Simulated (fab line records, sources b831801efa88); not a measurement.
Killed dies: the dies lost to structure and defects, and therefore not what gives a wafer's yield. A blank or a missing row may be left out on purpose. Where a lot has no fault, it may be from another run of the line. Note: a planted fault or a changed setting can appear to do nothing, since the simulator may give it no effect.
fab line records + flow sky130
record:
- lots: 13
- wafers: 39
- last-day: 50
route steps=708 shown LDD_HVN@271 LDD_HVP@288 LI_CONTACT@383 CONTACT@420
lots that met no fault: taken from a fault-free run of the same line
start-h: the number of hours between the record's first day and the start of the first shown wafer of the lot + wait-h: how many hours have passed since the lot's step before this one + " the same as in the row above + L1.1+2: a single row standing in for several wafers + - either no value or no given start + * or withheld: withheld + < > ~ a bound
route shown NAME@n: names a module that has steps shown in the file, with the first one's number in the route + usual: mean and standard deviation over wafers with no fault + same: alike in all rows + chamber/n: place in a boat + sites: per-site readings + _std_site: how widely they spread, as a standard deviation + _edge_site: the outer-site mean with the inner-site mean subtracted + radius-mm: for every site, how far away it sits from the centre of the wafer + mask NAME#n: copy n + behind: the most recent tool/chamber to have shaped the wafer + hold: cause of the lot's hold/its duration in hours/its outcome + device: the n, p or np transistor that did not switch + end of line: the tests these same wafers got at the end of their route + step lacking rows: just its recipe + killed: the dies lost at the first sort to structure and to defects; this is not the yield of the wafer + map: dies across one wafer; x = killed, . = not, _ = none there
set.NAME: setting as actually run; set.NAME@STEP: the setting as run at that earlier step + model.NAME: the simulator's own value behind a step, which no gauge read
the route's steps for a sample of lots (tables are steps, rows are wafers)
services: when a tool's chamber went out of use (start-h, in hours from the record's first day, below 0 if earlier), for how many hours, and the reason
== steps ==
step: SKY_LDD_HVN_EXPOSE_04
recipe:
- mask-id: HVNTM
- na: 0.6
- source-shape: conventional
- sigma-outer: 0.6
- polarization: unpolarized
- target-cd-nm: 700
- dose-mj: 127
| lot.wafer  | tool             | chamber | start-h | wait-h | mask    |
|------------|------------------|---------|---------|--------|---------|
| L462.3+4+6 | iline-stepper-02 | 0       | 449.43  | -      | HVNTM#0 |
| L463.1+5+6 | iline-stepper-01 | 0       | 464.64  | -      | HVNTM#0 |
| L464.2+3+4 | iline-stepper-01 | 0       | 473.79  | -      | HVNTM#0 |
| L465.2+3+5 | iline-stepper-02 | 0       | 476.91  | -      | HVNTM#0 |
| L466.2+3+5 | iline-stepper-01 | 0       | 502.26  | -      | HVNTM#0 |
| L469.2+3+5 | iline-stepper-01 | 0       | 527.09  | -      | HVNTM#0 |
| L470.2+4+5 | iline-stepper-01 | 0       | 529.59  | -      | HVPTM#0 |
| L471.1+3+5 | iline-stepper-02 | 0       | 548.78  | -      | HVNTM#0 |
| L480.1+2+5 | iline-stepper-01 | 0       | 619.89  | -      | HVNTM#0 |
| L481.4+5+6 | iline-stepper-02 | 0       | 626.87  | -      | HVNTM#0 |
| L482.1+3+5 | iline-stepper-02 | 0       | 630.11  | -      | HVNTM#0 |
| L483.2+3+6 | iline-stepper-01 | 0       | 634.56  | -      | HVNTM#0 |
| L484.2+3+5 | iline-stepper-02 | 0       | 644.75  | -      | HVNTM#0 |
step: SKY_LDD_HVN_OVL_MEAS_07
usual:
- LDD_HVN_OVL: 0.2/1.6
| lot.wafer | tool       | chamber | start-h | wait-h | LDD_HVN_OVL[nm] |
|-----------|------------|---------|---------|--------|-----------------|
| L462.3    | overlay-01 | -       | 465.00  | 0.1    | 0.5             |
| L462.4    | "          | -       | "       | "      | 1.7             |
| L462.6    | "          | -       | "       | "      | 1.0             |
| L463.1    | overlay-01 | -       | 479.49  | 0.1    | 1.0             |
| L463.5    | "          | -       | "       | "      | -0.2            |
| L463.6    | "          | -       | "       | "      | 1.6             |
| L464.2    | overlay-01 | -       | 488.89  | 0.1    | 0.7             |
| L464.3    | "          | -       | "       | "      | 0.8             |
| L464.4    | "          | -       | "       | "      | 0.3             |
| L465.2    | overlay-02 | -       | 491.52  | 0.1    | 3.6             |
| L465.3    | "          | -       | "       | "      | 2.8             |
| L465.5    | "          | -       | "       | "      | 3.2             |
| L466.2    | overlay-02 | -       | 517.32  | 0.1    | -2.4            |
| L466.3    | "          | -       | "       | "      | -1.8            |
| L466.5    | "          | -       | "       | "      | -1.5            |
| L469.2    | overlay-02 | -       | 542.27  | 0.1    | 0.0             |
| L469.3    | "          | -       | "       | "      | -0.5            |
| L469.5    | "          | -       | "       | "      | -2.5            |
| L470.2    | overlay-02 | -       | 544.52  | 0.1    | -               |
| L470.4    | "          | -       | "       | "      | -               |
| L470.5    | "          | -       | "       | "      | -               |
| L471.1    | overlay-02 | -       | 563.34  | 0.1    | 1.4             |
| L471.3    | "          | -       | "       | "      | 1.4             |
| L471.5    | "          | -       | "       | "      | 1.0             |
| L480.1    | overlay-01 | -       | 633.86  | 0.1    | -1.3            |
| L480.2    | "          | -       | "       | "      | 0.4             |
| L480.5    | "          | -       | "       | "      | -0.4            |
| L481.4    | overlay-01 | -       | 641.24  | 0.1    | 1.5             |
| L481.5    | "          | -       | "       | "      | -2.3            |
| L481.6    | "          | -       | "       | "      | 0.5             |
| L482.1    | overlay-02 | -       | 644.13  | 0.1    | 1.3             |
| L482.3    | "          | -       | "       | "      | -0.3            |
| L482.5    | "          | -       | "       | "      | 1.0             |
| L483.2    | overlay-01 | -       | 648.79  | 0.1    | -1.1            |
| L483.3    | "          | -       | "       | "      | 0.3             |
| L483.6    | "          | -       | "       | "      | 0.7             |
| L484.2    | overlay-02 | -       | 658.57  | 0.1    | 2.4             |
| L484.3    | "          | -       | "       | "      | 1.5             |
| L484.5    | "          | -       | "       | "      | -0.9            |
step: SKY_LDD_HVN_TW_MEAS_10
usual:
- LDD_HVN_TW: 1436/8.3
| lot.wafer | tool          | chamber | start-h | wait-h | LDD_HVN_TW |
|-----------|---------------|---------|---------|--------|------------|
| L462.3    | film-metro-01 | -       | 465.29  | 0.1    | 1460       |
| L462.4    | "             | -       | "       | "      | 1451       |
| L462.6    | "             | -       | "       | "      | 1457       |
| L463.1    | film-metro-03 | -       | 479.77  | 0.1    | 1436       |
| L463.5    | "             | -       | "       | "      | 1440       |
| L463.6    | "             | -       | "       | "      | 1438       |
| L464.2    | film-metro-03 | -       | 489.18  | 0.1    | 1441       |
| L464.3    | "             | -       | "       | "      | 1439       |
| L464.4    | "             | -       | "       | "      | 1425       |
| L465.2    | film-metro-03 | -       | 491.81  | 0.1    | 1437       |
| L465.3    | "             | -       | "       | "      | 1442       |
| L465.5    | "             | -       | "       | "      | 1437       |
| L466.2    | film-metro-03 | -       | 517.61  | 0.1    | 1441       |
| L466.3    | "             | -       | "       | "      | 1442       |
| L466.5    | "             | -       | "       | "      | 1448       |
| L469.2    | film-metro-02 | -       | 542.56  | 0.1    | 1427       |
| L469.3    | "             | -       | "       | "      | 1432       |
| L469.5    | "             | -       | "       | "      | 1436       |
| L470.2    | film-metro-02 | -       | 544.81  | 0.1    | 30         |
| L470.4    | "             | -       | "       | "      | 30         |
| L470.5    | "             | -       | "       | "      | 30         |
| L471.1    | film-metro-01 | -       | 563.62  | 0.1    | 1454       |
| L471.3    | "             | -       | "       | "      | 1454       |
| L471.5    | "             | -       | "       | "      | 1452       |
| L480.1    | film-metro-02 | -       | 634.15  | 0.1    | 1415       |
| L480.2    | "             | -       | "       | "      | 1428       |
| L480.5    | "             | -       | "       | "      | 1425       |
| L481.4    | film-metro-01 | -       | 641.53  | 0.1    | 1441       |
| L481.5    | "             | -       | "       | "      | 1439       |
| L481.6    | "             | -       | "       | "      | 1437       |
| L482.1    | film-metro-02 | -       | 644.42  | 0.1    | 1429       |
| L482.3    | "             | -       | "       | "      | 1427       |
| L482.5    | "             | -       | "       | "      | 1439       |
| L483.2    | film-metro-02 | -       | 649.08  | 0.1    | 1427       |
| L483.3    | "             | -       | "       | "      | 1431       |
| L483.6    | "             | -       | "       | "      | 1432       |
| L484.2    | film-metro-03 | -       | 658.86  | 0.1    | 1421       |
| L484.3    | "             | -       | "       | "      | 1430       |
| L484.5    | "             | -       | "       | "      | 1430       |
step: SKY_LDD_HVP_TW_MEAS_10
usual:
- LDD_HVP_TW: 455/3.1
| lot.wafer | tool          | chamber | start-h | wait-h | LDD_HVP_TW |
|-----------|---------------|---------|---------|--------|------------|
| L462.3    | film-metro-01 | -       | 496.31  | 0.1    | 460        |
| L462.4    | "             | -       | "       | "      | 456        |
| L462.6    | "             | -       | "       | "      | 456        |
| L463.1    | film-metro-04 | -       | 510.49  | 0.1    | 452        |
| L463.5    | "             | -       | "       | "      | 452        |
| L463.6    | "             | -       | "       | "      | 452        |
| L464.2    | film-metro-01 | -       | 519.90  | 0.1    | 458        |
| L464.3    | "             | -       | "       | "      | 460        |
| L464.4    | "             | -       | "       | "      | 457        |
| L465.2    | film-metro-02 | -       | 522.35  | 0.1    | 454        |
| L465.3    | "             | -       | "       | "      | 453        |
| L465.5    | "             | -       | "       | "      | 452        |
| L466.2    | film-metro-04 | -       | 548.36  | 0.1    | 452        |
| L466.3    | "             | -       | "       | "      | 452        |
| L466.5    | "             | -       | "       | "      | 454        |
| L469.2    | film-metro-01 | -       | 572.36  | 0.1    | 459        |
| L469.3    | "             | -       | "       | "      | 461        |
| L469.5    | "             | -       | "       | "      | 461        |
| L470.2    | film-metro-04 | -       | 575.31  | 0.1    | 1439       |
| L470.4    | "             | -       | "       | "      | 1430       |
| L470.5    | "             | -       | "       | "      | 1436       |
| L471.1    | film-metro-04 | -       | 593.30  | 0.1    | 450        |
| L471.3    | "             | -       | "       | "      | 451        |
| L471.5    | "             | -       | "       | "      | 450        |
| L480.1    | film-metro-01 | -       | 663.00  | 0.1    | 459        |
| L480.2    | "             | -       | "       | "      | 458        |
| L480.5    | "             | -       | "       | "      | 460        |
| L481.4    | film-metro-04 | -       | 670.27  | 0.1    | 453        |
| L481.5    | "             | -       | "       | "      | 453        |
| L481.6    | "             | -       | "       | "      | 455        |
| L482.1    | film-metro-04 | -       | 672.60  | 0.1    | 451        |
| L482.3    | "             | -       | "       | "      | 449        |
| L482.5    | "             | -       | "       | "      | 449        |
| L483.2    | film-metro-02 | -       | 677.46  | 0.1    | 459        |
| L483.3    | "             | -       | "       | "      | 458        |
| L483.6    | "             | -       | "       | "      | 458        |
| L484.2    | film-metro-01 | -       | 687.36  | 0.1    | 460        |
| L484.3    | "             | -       | "       | "      | 459        |
| L484.5    | "             | -       | "       | "      | 460        |
step: SKY_LI_CONTACT_CVD_21
recipe:
- material: W
- target-thk-nm: 400
- time-s: 120.56
- temp-c: 400
- pressure-torr: 40
usual:
- chamber-pressure-Torr: 39.98/0.098
- heater-power-outer-w: 557/52
- heater-power-w: 934/91
| lot.wafer | tool     | chamber | start-h | wait-h | chamber-pressure-Torr | heater-power-outer-w | heater-power-w |
|-----------|----------|---------|---------|--------|-----------------------|----------------------|----------------|
| L462.3    | cvd-w-01 | 1       | 677.63  | 0.1    | 39.84                 | 519                  | 951            |
| L462.4    | "        | 0       | "       | "      | 39.80                 | 503                  | 799            |
| L462.6    | "        | 0       | "       | "      | 39.95                 | 502                  | 821            |
| L463.1    | cvd-w-02 | 1       | 689.77  | 0.0    | 39.92                 | 602                  | 1078           |
| L463.5    | "        | 0       | "       | "      | 39.88                 | 618                  | 961            |
| L463.6    | "        | 1       | "       | "      | 40.01                 | 611                  | 1058           |
| L464.2    | cvd-w-01 | 1       | 699.77  | 0.0    | 39.97                 | 533                  | 956            |
| L464.3    | "        | 0       | "       | "      | 40.01                 | 488                  | 788            |
| L464.4    | "        | 1       | "       | "      | 40.01                 | 534                  | 931            |
| L465.2    | cvd-w-01 | 1       | 700.88  | 0.0    | 40.11                 | 529                  | 946            |
| L465.3    | "        | 1       | "       | "      | 39.89                 | 525                  | 937            |
| L465.5    | "        | 0       | "       | "      | 39.94                 | 500                  | 807            |
| L466.2    | cvd-w-01 | 0       | 726.77  | 0.0    | 39.93                 | 497                  | 812            |
| L466.3    | "        | 0       | "       | "      | 39.96                 | 493                  | 808            |
| L466.5    | "        | 0       | "       | "      | 39.85                 | 501                  | 802            |
| L469.2    | cvd-w-02 | 0       | 746.77  | 0.0    | 39.87                 | 609                  | 968            |
| L469.3    | "        | 0       | "       | "      | 39.87                 | 623                  | 944            |
| L469.5    | "        | 0       | "       | "      | 39.84                 | 600                  | 947            |
| L470.2    | cvd-w-01 | 1       | 750.99  | 0.0    | 39.90                 | 525                  | 941            |
| L470.4    | "        | 0       | "       | "      | 40.14                 | 484                  | 804            |
| L470.5    | "        | 1       | "       | "      | 39.88                 | 523                  | 938            |
| L471.1    | cvd-w-01 | 1       | 767.30  | 0.0    | 39.92                 | 525                  | 940            |
| L471.3    | "        | 0       | "       | "      | 39.94                 | 486                  | 808            |
| L471.5    | "        | 1       | "       | "      | 40.05                 | 523                  | 960            |
| L480.1    | cvd-w-02 | 0       | 832.47  | 0.0    | 40.05                 | 617                  | 986            |
| L480.2    | "        | 1       | "       | "      | 39.98                 | 608                  | 1047           |
| L480.5    | "        | 1       | "       | "      | 39.88                 | 615                  | 1053           |
| L481.4    | cvd-w-01 | 0       | 837.03  | 0.1    | 39.99                 | 490                  | 786            |
| L481.5    | "        | 1       | "       | "      | 39.84                 | 544                  | 934            |
| L481.6    | "        | 0       | "       | "      | 40.09                 | 496                  | 810            |
| L482.1    | cvd-w-02 | 1       | 839.48  | 0.0    | 39.84                 | 627                  | 1056           |
| L482.3    | "        | 1       | "       | "      | 40.00                 | 607                  | 1038           |
| L482.5    | "        | 0       | "       | "      | 40.05                 | 620                  | 966            |
| L483.2    | cvd-w-02 | 0       | 844.15  | 0.0    | 40.05                 | 614                  | 975            |
| L483.3    | "        | 0       | "       | "      | 39.93                 | 633                  | 998            |
| L483.6    | "        | 1       | "       | "      | 40.08                 | 627                  | 1040           |
| L484.2    | cvd-w-01 | 1       | 857.09  | 0.0    | 40.01                 | 531                  | 933            |
| L484.3    | "        | 1       | "       | "      | 39.93                 | 524                  | 940            |
| L484.5    | "        | 1       | "       | "      | 39.88                 | 525                  | 947            |
step: SKY_CONTACT_CD_MEAS_14
recipe:
- target-cd-nm: 170
usual:
- cd-nm: 170.2/1.7
| lot.wafer | tool      | chamber | start-h | wait-h | cd-nm |
|-----------|-----------|---------|---------|--------|-------|
| L462.3    | cd-sem-01 | -       | 733.81  | -      | 171.7 |
| L462.4    | "         | -       | "       | "      | 173.3 |
| L462.6    | "         | -       | "       | "      | 172.5 |
| L463.1    | cd-sem-01 | -       | 746.41  | -      | 169.3 |
| L463.5    | "         | -       | "       | "      | 170.3 |
| L463.6    | "         | -       | "       | "      | 169.1 |
| L464.2    | cd-sem-01 | -       | 756.13  | -      | 168.2 |
| L464.3    | "         | -       | "       | "      | 166.4 |
| L464.4    | "         | -       | "       | "      | 167.2 |
| L465.2    | cd-sem-02 | -       | 757.09  | -      | 168.5 |
| L465.3    | "         | -       | "       | "      | 167.8 |
| L465.5    | "         | -       | "       | "      | 169.8 |
| L466.2    | cd-sem-01 | -       | 782.79  | -      | 170.3 |
| L466.3    | "         | -       | "       | "      | 169.0 |
| L466.5    | "         | -       | "       | "      | 169.9 |
| L469.2    | cd-sem-01 | -       | 801.69  | -      | 173.0 |
| L469.3    | "         | -       | "       | "      | 172.1 |
| L469.5    | "         | -       | "       | "      | 172.4 |
| L470.2    | cd-sem-01 | -       | 807.03  | -      | 167.5 |
| L470.4    | "         | -       | "       | "      | 169.7 |
| L470.5    | "         | -       | "       | "      | 171.7 |
| L471.1    | cd-sem-01 | -       | 823.91  | -      | 169.2 |
| L471.3    | "         | -       | "       | "      | 167.6 |
| L471.5    | "         | -       | "       | "      | 168.8 |
| L480.1    | cd-sem-02 | -       | 887.31  | -      | 169.8 |
| L480.2    | "         | -       | "       | "      | 170.1 |
| L480.5    | "         | -       | "       | "      | 168.7 |
| L481.4    | cd-sem-01 | -       | 891.37  | -      | 169.5 |
| L481.5    | "         | -       | "       | "      | 168.0 |
| L481.6    | "         | -       | "       | "      | 168.0 |
| L482.1    | cd-sem-02 | -       | 892.61  | -      | 171.9 |
| L482.3    | "         | -       | "       | "      | 169.1 |
| L482.5    | "         | -       | "       | "      | 168.9 |
| L483.2    | cd-sem-02 | -       | 898.13  | -      | 170.1 |
| L483.3    | "         | -       | "       | "      | 169.5 |
| L483.6    | "         | -       | "       | "      | 168.4 |
| L484.2    | cd-sem-01 | -       | 910.93  | -      | 171.9 |
| L484.3    | "         | -       | "       | "      | 172.4 |
| L484.5    | "         | -       | "       | "      | 172.1 |
step: SKY_CONTACT_CVD_24
recipe:
- material: W
- target-thk-nm: 340
- time-s: 102.12
- temp-c: 400
- pressure-torr: 40
usual:
- chamber-pressure-Torr: 40.00/0.1
- heater-power-outer-w: 583/46
- heater-power-w: 972/84
| lot.wafer | tool     | chamber | start-h | wait-h | chamber-pressure-Torr | heater-power-outer-w | heater-power-w |
|-----------|----------|---------|---------|--------|-----------------------|----------------------|----------------|
| L462.3    | cvd-w-02 | 1       | 734.75  | 0.1    | 40.08                 | 608                  | 1044           |
| L462.4    | "        | 0       | "       | "      | 39.98                 | 625                  | 976            |
| L462.6    | "        | 0       | "       | "      | 40.02                 | 599                  | 964            |
| L463.1    | cvd-w-01 | 1       | 747.38  | 0.0    | 39.98                 | 529                  | 929            |
| L463.5    | "        | 0       | "       | "      | 39.89                 | 492                  | 815            |
| L463.6    | "        | 1       | "       | "      | 39.80                 | 524                  | 923            |
| L464.2    | cvd-w-01 | 1       | 757.06  | 0.0    | 40.12                 | 517                  | 935            |
| L464.3    | "        | 0       | "       | "      | 40.03                 | 503                  | 810            |
| L464.4    | "        | 1       | "       | "      | 39.99                 | 519                  | 960            |
| L465.2    | cvd-w-01 | 0       | 758.05  | 0.0    | 40.03                 | 502                  | 802            |
| L465.3    | "        | 0       | "       | "      | 39.97                 | 493                  | 786            |
| L465.5    | "        | 1       | "       | "      | 40.05                 | 536                  | 939            |
| L466.2    | cvd-w-02 | 0       | 783.71  | 0.0    | 40.15                 | 620                  | 971            |
| L466.3    | "        | 1       | "       | "      | 39.90                 | 606                  | 1067           |
| L466.5    | "        | 0       | "       | "      | 40.06                 | 613                  | 959            |
| L469.2    | cvd-w-01 | 1       | 802.61  | 0.0    | 39.97                 | 515                  | 956            |
| L469.3    | "        | 0       | "       | "      | 40.15                 | 513                  | 805            |
| L469.5    | "        | 1       | "       | "      | 40.16                 | 513                  | 948            |
| L470.2    | cvd-w-01 | 0       | 807.96  | 0.0    | 39.97                 | 496                  | 809            |
| L470.4    | "        | 0       | "       | "      | 40.11                 | 490                  | 800            |
| L470.5    | "        | 0       | "       | "      | 40.10                 | 507                  | 781            |
| L471.1    | cvd-w-02 | 0       | 824.85  | 0.0    | 39.86                 | 612                  | 959            |
| L471.3    | "        | 0       | "       | "      | 39.93                 | 601                  | 967            |
| L471.5    | "        | 1       | "       | "      | 39.97                 | 608                  | 1034           |
| L480.1    | cvd-w-02 | 0       | 888.26  | 0.0    | 40.04                 | 612                  | 957            |
| L480.2    | "        | 1       | "       | "      | 39.89                 | 607                  | 1031           |
| L480.5    | "        | 0       | "       | "      | 39.96                 | 611                  | 974            |
| L481.4    | cvd-w-02 | 0       | 892.38  | 0.1    | 40.01                 | 618                  | 966            |
| L481.5    | "        | 1       | "       | "      | 39.86                 | 619                  | 1061           |
| L481.6    | "        | 0       | "       | "      | 40.02                 | 622                  | 976            |
| L482.1    | cvd-w-02 | 1       | 893.62  | 0.0    | 39.99                 | 612                  | 1054           |
| L482.3    | "        | 0       | "       | "      | 39.99                 | 618                  | 978            |
| L482.5    | "        | 0       | "       | "      | 39.91                 | 607                  | 980            |
| L483.2    | cvd-w-02 | 1       | 899.11  | 0.0    | 39.84                 | 618                  | 1074           |
| L483.3    | "        | 0       | "       | "      | 39.97                 | 617                  | 979            |
| L483.6    | "        | 1       | "       | "      | 39.98                 | 619                  | 1081           |
| L484.2    | cvd-w-02 | 1       | 911.86  | 0.0    | 39.86                 | 598                  | 1055           |
| L484.3    | "        | 1       | "       | "      | 40.11                 | 624                  | 1046           |
| L484.5    | "        | 0       | "       | "      | 39.95                 | 618                  | 969            |
== services ==
| tool             | chamber | start-h | hours | kind        |
|------------------|---------|---------|-------|-------------|
| cvd-w-01         | 1       | 426.46  | 5.8   | repair      |
| cvd-w-01         | 1       | 484.19  | 3.8   | repair      |
| cvd-w-02         | 0       | 484.26  | 6.2   | repair      |
| iline-stepper-01 | -       | 488.15  | 1.7   | pm          |
| iline-stepper-02 | -       | 565.64  | 1.7   | pm          |
| cvd-w-02         | -       | 570.59  | 2.8   | pm          |
| cvd-w-01         | -       | 575.83  | 2.8   | pm          |
| cvd-w-02         | 0       | 583.37  | 4.8   | repair      |
| cvd-w-02         | -       | 604.52  | 14.6  | pm          |
| cvd-w-01         | 0       | 634.90  | 10.7  | repair      |
| iline-stepper-01 | -       | 651.83  | 8.9   | pm          |
| iline-stepper-01 | -       | 706.33  | 1.7   | pm          |
| cvd-w-01         | -       | 720.81  | 1.2   | repair      |
| cvd-w-02         | -       | 721.23  | 2.3   | repair      |
| iline-stepper-02 | -       | 725.71  | 1.9   | repair      |
| iline-stepper-02 | -       | 754.26  | 4.4   | pm          |
| iline-stepper-02 | -       | 783.82  | 1.7   | pm          |
| cvd-w-02         | -       | 798.61  | 6.9   | pm          |
| iline-stepper-02 | -       | 813.15  | 7.5   | repair      |
| cvd-w-01         | 0       | 820.31  | 2.8   | repair      |
| iline-stepper-02 | -       | 834.85  | 6.7   | repair      |
| cvd-w-01         | -       | 880.63  | 14.6  | pm          |
| cvd-w-01         | 1       | 886.16  | -     | calibration |
| cvd-w-01         | -       | 904.00  | 14.0  | pm          |
== key ==
first-sign:
- step: SKY_LDD_HVN_EXPOSE_04
- reading: mask
- direction: changed
effect:
- step: SKY_LDD_HVN_OVL_MEAS_07
- reading: LDD_HVN_OVL
- direction: missing
effect:
- step: SKY_LDD_HVN_TW_MEAS_10
- reading: LDD_HVN_TW
- direction: down
- sigmas: 99+
- usual: 1436
- struck: 30
effect:
- step: SKY_LDD_HVP_TW_MEAS_10
- reading: LDD_HVP_TW
- direction: up
- sigmas: 99+
- usual: 455
- struck: 1435
met-at SKY_LDD_HVN_EXPOSE_04
struck-lots L470
sort-left-out L470.2,L470.4,L470.5
tester-left-out L470
not-acting-at SKY_LI_CONTACT_CVD_21,SKY_CONTACT_CD_MEAS_14,SKY_CONTACT_CVD_24
onset-between 527.09 529.59
fault:
- kind: wrong-mask
- tool: any
- chamber: -
- onset-h: 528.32
- steps: SKY_LDD_HVN_EXPOSE_04
- aux-copy: HVPTM#0
- scope: struck-lots-only
tester-left-out: of these lots the tester's yield and bins aren't shown, on N5 and GAA mostly nor the transistor test; their killed dies are dies lost to structure and defects alone, not to doping, threshold or leakage, so they don't give the yield
sort-left-out: the simulated sort isn't trusted on such a fault, so these wafers' sort isn't shown, and their yield isn't known
